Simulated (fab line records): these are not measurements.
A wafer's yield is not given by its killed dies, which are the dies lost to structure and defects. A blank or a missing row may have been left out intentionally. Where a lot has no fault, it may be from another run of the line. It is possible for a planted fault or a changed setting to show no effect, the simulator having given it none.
The tool behind it: which one? / flow gf180mcu / Sampling: 13 lots, 39 wafers, 6 of 602 route steps

## WHAT EACH GAUGE READ, for each wafer
GF_HV_LDD_TW_MEAS_38.
lot=L567; measured=day 11 17:25; on=filmMetro-02; HV_LDD_3_TW=1434 1429 1422
lot=L568; measured=day 11 19:52; on=filmMetro-01; HV_LDD_3_TW=1434 1443 1439
lot=L569; measured=day 12 06:20; on=filmMetro-04; HV_LDD_3_TW=1408 1404 1402
lot=L570; measured=day 12 11:27; on=filmMetro-01; HV_LDD_3_TW=1439 1432 1421
lot=L571; measured=day 12 21:39; on=filmMetro-02; HV_LDD_3_TW=1432 1435 1434
lot=L572; measured=day 13 15:59; on=filmMetro-04; HV_LDD_3_TW=1416 1414 1418
lot=L574; measured=day 14 00:13; on=filmMetro-01; HV_LDD_3_TW=1434 1437 1430
lot=L576; measured=day 14 18:04; on=filmMetro-04; HV_LDD_3_TW=1414 1423 1422
lot=L578; measured=day 15 08:41; on=filmMetro-02; HV_LDD_3_TW=1422 1423 1419
lot=L579; measured=day 15 17:21; on=filmMetro-02; HV_LDD_3_TW=1419 1423 1427
lot=L585; measured=day 17 18:16; on=filmMetro-02; HV_LDD_3_TW=1378 1382 1384
lot=L587; measured=day 18 03:51; on=filmMetro-04; HV_LDD_3_TW=1376 1375 1377
lot=L589; measured=day 19 01:26; on=filmMetro-02; HV_LDD_3_TW=1375 1378 1385

GF_HV_LDD_RS_MEAS_53: measurement is done with a four-point probe.
lot=L567; measured=day 12 12:35; on=filmMetro-02; HV_LDD_RS (ohm/sq)=418.4 419.3 418.8
lot=L568; measured=day 12 15:30; on=filmMetro-04; HV_LDD_RS (ohm/sq)=418.8 418.7 419.2
lot=L569; measured=day 13 01:59; on=filmMetro-04; HV_LDD_RS (ohm/sq)=419.0 417.7 417.7
lot=L570; measured=day 13 08:05; on=filmMetro-02; HV_LDD_RS (ohm/sq)=417.8 417.7 418.2
lot=L571; measured=day 13 18:16; on=filmMetro-01; HV_LDD_RS (ohm/sq)=417.9 417.4 417.8
lot=L572; measured=day 14 12:15; on=filmMetro-04; HV_LDD_RS (ohm/sq)=417.2 417.6 417.5
lot=L574; measured=day 14 20:51; on=filmMetro-04; HV_LDD_RS (ohm/sq)=417.4 417.9 417.1
lot=L576; measured=day 15 16:02; on=filmMetro-04; HV_LDD_RS (ohm/sq)=418.7 419.5 418.9
lot=L578; measured=day 16 07:34; on=filmMetro-04; HV_LDD_RS (ohm/sq)=419.8 419.0 418.6
lot=L579; measured=day 16 15:34; on=filmMetro-02; HV_LDD_RS (ohm/sq)=418.6 417.3 419.3
lot=L585; measured=day 18 17:35; on=filmMetro-02; HV_LDD_RS (ohm/sq)=425.5 425.2 425.7
lot=L587; measured=day 19 04:19; on=filmMetro-02; HV_LDD_RS (ohm/sq)=423.9 425.9 424.1
lot=L589; measured=day 20 02:18; on=filmMetro-02; HV_LDD_RS (ohm/sq)=423.7 423.2 423.4

GF_V2_BOW_MEAS_05.
lot=L567; measured=day 19 09:17; on=filmMetro-02; V2_BOW (um)=114 102 103
lot=L568; measured=day 19 12:22; on=filmMetro-01; V2_BOW (um)=97 100 100
lot=L569; measured=day 19 23:39; on=filmMetro-02; V2_BOW (um)=94 88 92
lot=L570; measured=day 20 08:19; on=filmMetro-02; V2_BOW (um)=95 119 107
lot=L571; measured=day 20 18:07; on=filmMetro-01; V2_BOW (um)=96 110 108
lot=L572; measured=day 21 17:26; on=filmMetro-02; V2_BOW (um)=101 109 103
lot=L574; measured=day 22 01:26; on=filmMetro-04; V2_BOW (um)=90 104 110
lot=L576; measured=day 22 23:39; on=filmMetro-02; V2_BOW (um)=107 109 118
lot=L578; measured=day 23 17:39; on=filmMetro-02; V2_BOW (um)=102 91 77
lot=L579; measured=day 23 22:36; on=filmMetro-01; V2_BOW (um)=87 95 88
lot=L585; measured=day 25 22:39; on=filmMetro-01; V2_BOW (um)=94 96 92
lot=L587; measured=day 26 06:40; on=filmMetro-02; V2_BOW (um)=105 88 105
lot=L589; measured=day 27 03:01; on=filmMetro-04; V2_BOW (um)=101 110 106

GF_M3_RS_MEAS_05: measurement is done with a four-point probe.
lot=L567; measured=day 20 11:19; on=filmMetro-03; M3_ALCU_RS (ohm/sq)=0.0692 0.0694 0.0689
lot=L568; measured=day 20 14:37; on=filmMetro-03; M3_ALCU_RS (ohm/sq)=0.0680 0.0692 0.0683
lot=L569; measured=day 21 01:37; on=filmMetro-04; M3_ALCU_RS (ohm/sq)=0.0699 0.0701 0.0690
lot=L570; measured=day 21 09:47; on=filmMetro-04; M3_ALCU_RS (ohm/sq)=0.0702 0.0690 0.0700
lot=L571; measured=day 21 19:43; on=filmMetro-04; M3_ALCU_RS (ohm/sq)=0.0687 0.0686 0.0700
lot=L572; measured=day 22 19:37; on=filmMetro-04; M3_ALCU_RS (ohm/sq)=0.0699 0.0690 0.0696
lot=L574; measured=day 23 02:35; on=filmMetro-04; M3_ALCU_RS (ohm/sq)=0.0700 0.0703 0.0702
lot=L576; measured=day 24 00:27; on=filmMetro-04; M3_ALCU_RS (ohm/sq)=0.0694 0.0689 0.0704
lot=L578; measured=day 24 17:35; on=filmMetro-01; M3_ALCU_RS (ohm/sq)=0.0689 0.0693 0.0691
lot=L579; measured=day 24 22:32; on=filmMetro-03; M3_ALCU_RS (ohm/sq)=0.0694 0.0691 0.0695
lot=L585; measured=day 26 22:50; on=filmMetro-04; M3_ALCU_RS (ohm/sq)=0.0688 0.0699 0.0691
lot=L587; measured=day 27 05:05; on=filmMetro-03; M3_ALCU_RS (ohm/sq)=0.0698 0.0694 0.0693
lot=L589; measured=day 28 00:56; on=filmMetro-03; M3_ALCU_RS (ohm/sq)=0.0686 0.0695 0.0687

GF_M4_OVL_MEAS_15.
lot=L567; measured=day 23 14:43; on=overlay-02; M4_OVL (nm)=-10 -12 -3
lot=L568; measured=day 23 16:44; on=overlay-02; M4_OVL (nm)=-7 -2 2
lot=L569; measured=day 24 01:53; on=overlay-01; M4_OVL (nm)=0 -1 -2
lot=L570; measured=day 24 09:20; on=overlay-02; M4_OVL (nm)=-3 0 -5
lot=L571; measured=day 24 19:02; on=overlay-02; M4_OVL (nm)=8 1 10
lot=L572; measured=day 25 17:41; on=overlay-02; M4_OVL (nm)=5 3 7
lot=L574; measured=day 26 01:04; on=overlay-02; M4_OVL (nm)=2 -10 -2
lot=L576; measured=day 26 20:45; on=overlay-01; M4_OVL (nm)=-3 4 -6
lot=L578; measured=day 27 10:42; on=overlay-01; M4_OVL (nm)=-3 -9 -13
lot=L579; measured=day 27 16:09; on=overlay-01; M4_OVL (nm)=2 -2 1
lot=L585; measured=day 29 13:41; on=overlay-01; M4_OVL (nm)=-11 -3 -2
lot=L587; measured=day 29 18:11; on=overlay-01; M4_OVL (nm)=-7 -13 1
lot=L589; measured=day 30 12:40; on=overlay-02; M4_OVL (nm)=-9 -3 -9

## WHICH TOOL RAN EACH LOT (tool, then ch and the chambers of the sampled wafers, then the start)
lot=L567; GF_HV_LDD_IMPLANT_34=implanter-01 ch 0, day 11 16:53
lot=L568; GF_HV_LDD_IMPLANT_34=implanter-03 ch 0, day 11 19:20
lot=L569; GF_HV_LDD_IMPLANT_34=implanter-04 ch 0, day 12 05:47
lot=L570; GF_HV_LDD_IMPLANT_34=implanter-03 ch 0, day 12 10:56
lot=L571; GF_HV_LDD_IMPLANT_34=implanter-01 ch 0, day 12 21:07
lot=L572; GF_HV_LDD_IMPLANT_34=implanter-01 ch 0, day 13 15:27
lot=L574; GF_HV_LDD_IMPLANT_34=implanter-04 ch 0, day 13 23:42
lot=L576; GF_HV_LDD_IMPLANT_34=implanter-01 ch 0, day 14 17:32
lot=L578; GF_HV_LDD_IMPLANT_34=implanter-04 ch 0, day 15 08:08
lot=L579; GF_HV_LDD_IMPLANT_34=implanter-03 ch 0, day 15 16:48
lot=L585; GF_HV_LDD_IMPLANT_34=implanter-03 ch 0, day 17 17:45
lot=L587; GF_HV_LDD_IMPLANT_34=implanter-03 ch 0, day 18 03:19
lot=L589; GF_HV_LDD_IMPLANT_34=implanter-03 ch 0, day 19 00:53
- GF_HV_LDD_IMPLANT_34

## WHAT THE TOOLS THEMSELVES READ (means of the sampled wafers that have a number; where no wafer has one, the mark that the record gives instead)
GF_HV_LDD_IMPLANT_34.
lot=L567; tool=implanter-01; doseIonsCm2=7.504e+12; endStationPressureTorr (Torr)=4.91e-06; faradayCurrentUA=42.0; rotationDeg (degrees)=89.969
lot=L568; tool=implanter-03; doseIonsCm2=7.502e+12; endStationPressureTorr (Torr)=5.22e-06; faradayCurrentUA=42.0; rotationDeg (degrees)=90.000
lot=L569; tool=implanter-04; doseIonsCm2=7.491e+12; endStationPressureTorr (Torr)=5.00e-06; faradayCurrentUA=41.6; rotationDeg (degrees)=90.018
lot=L570; tool=implanter-03; doseIonsCm2=7.503e+12; endStationPressureTorr (Torr)=5.09e-06; faradayCurrentUA=41.3; rotationDeg (degrees)=90.015
lot=L571; tool=implanter-01; doseIonsCm2=7.504e+12; endStationPressureTorr (Torr)=5.06e-06; faradayCurrentUA=42.8; rotationDeg (degrees)=90.020
lot=L572; tool=implanter-01; doseIonsCm2=7.503e+12; endStationPressureTorr (Torr)=5.02e-06; faradayCurrentUA=42.5; rotationDeg (degrees)=90.027
lot=L574; tool=implanter-04; doseIonsCm2=7.497e+12; endStationPressureTorr (Torr)=4.94e-06; faradayCurrentUA=42.7; rotationDeg (degrees)=89.997
lot=L576; tool=implanter-01; doseIonsCm2=7.499e+12; endStationPressureTorr (Torr)=4.91e-06; faradayCurrentUA=42.0; rotationDeg (degrees)=90.055
lot=L578; tool=implanter-04; doseIonsCm2=7.488e+12; endStationPressureTorr (Torr)=5.22e-06; faradayCurrentUA=42.8; rotationDeg (degrees)=90.011
lot=L579; tool=implanter-03; doseIonsCm2=7.496e+12; endStationPressureTorr (Torr)=4.92e-06; faradayCurrentUA=42.3; rotationDeg (degrees)=90.001
lot=L585; tool=implanter-03; doseIonsCm2=4.841e+12; endStationPressureTorr (Torr)=5.12e-06; faradayCurrentUA=27.5; rotationDeg (degrees)=89.995
lot=L587; tool=implanter-03; doseIonsCm2=4.838e+12; endStationPressureTorr (Torr)=4.75e-06; faradayCurrentUA=27.5; rotationDeg (degrees)=89.996
lot=L589; tool=implanter-03; doseIonsCm2=4.833e+12; endStationPressureTorr (Torr)=5.26e-06; faradayCurrentUA=27.3; rotationDeg (degrees)=90.013

## THE ANSWER, worked out from the rows above alone
Rule: the lots themselves supply what counts as usual. Put in order of their means at a reading, lots are off if they are a third of the lots or fewer, leave a main group of 4 or more, and stand apart from it by a gap of 3 or more times the standard deviation of the main group's means; of several such gaps the widest counts. The tables above print the reading to a certain number of digits; a main group whose means all agree to those digits is not used. Also off: a lot with no number at a reading for which 4 or more lots have one. Any other lot the step has rows for is counted as sound. The gauges are gone through in route order, then the tools' own readings, and for those a lot's mean is taken as printed above. The first step at which some lot is off is used, and at that step the reading that is off furthest; a lot without a number counts as furthest.
Off: at GF_HV_LDD_RS_MEAS_53 (HV_LDD_RS), L585, L587, L589. For the main group the mean is 418.3 ohm/sq and the standard deviation 0.62.
A tool fits if, at a process step before that reading, it ran every lot that is off, and no sound lot after the first of them. Not tried: the gauges at GF_HV_LDD_RS_MEAS_53; whatever is off there is also off at GF_HV_LDD_IMPLANT_34, on other tools, and gauge error can't account for it. One fits: implanter-03 at GF_HV_LDD_IMPLANT_34. Its last sound lot is L579 (day 15 16:48), its first lot that is off L585 (day 17 17:45): a fault that began between those two fits.
The tool's own readings at GF_HV_LDD_IMPLANT_34 bear it out: on the lots that are off they differ by more than 5 times the standard deviation of the sound lots' means. doseIonsCm2 reads 4.837e+12 there against 7.499e+12 on the sound lots; faradayCurrentUA reads 27.4 there against 42.2 on the sound lots.

## WHAT HAD BEEN PUT IN BY THE SIMULATOR
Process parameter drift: implanter-03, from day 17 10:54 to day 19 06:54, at GF_HV_LDD_IMPLANT_34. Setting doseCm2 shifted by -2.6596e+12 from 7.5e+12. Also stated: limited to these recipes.
Struck lots among those shown: L585, L587, L589. The same result came from the rule above.
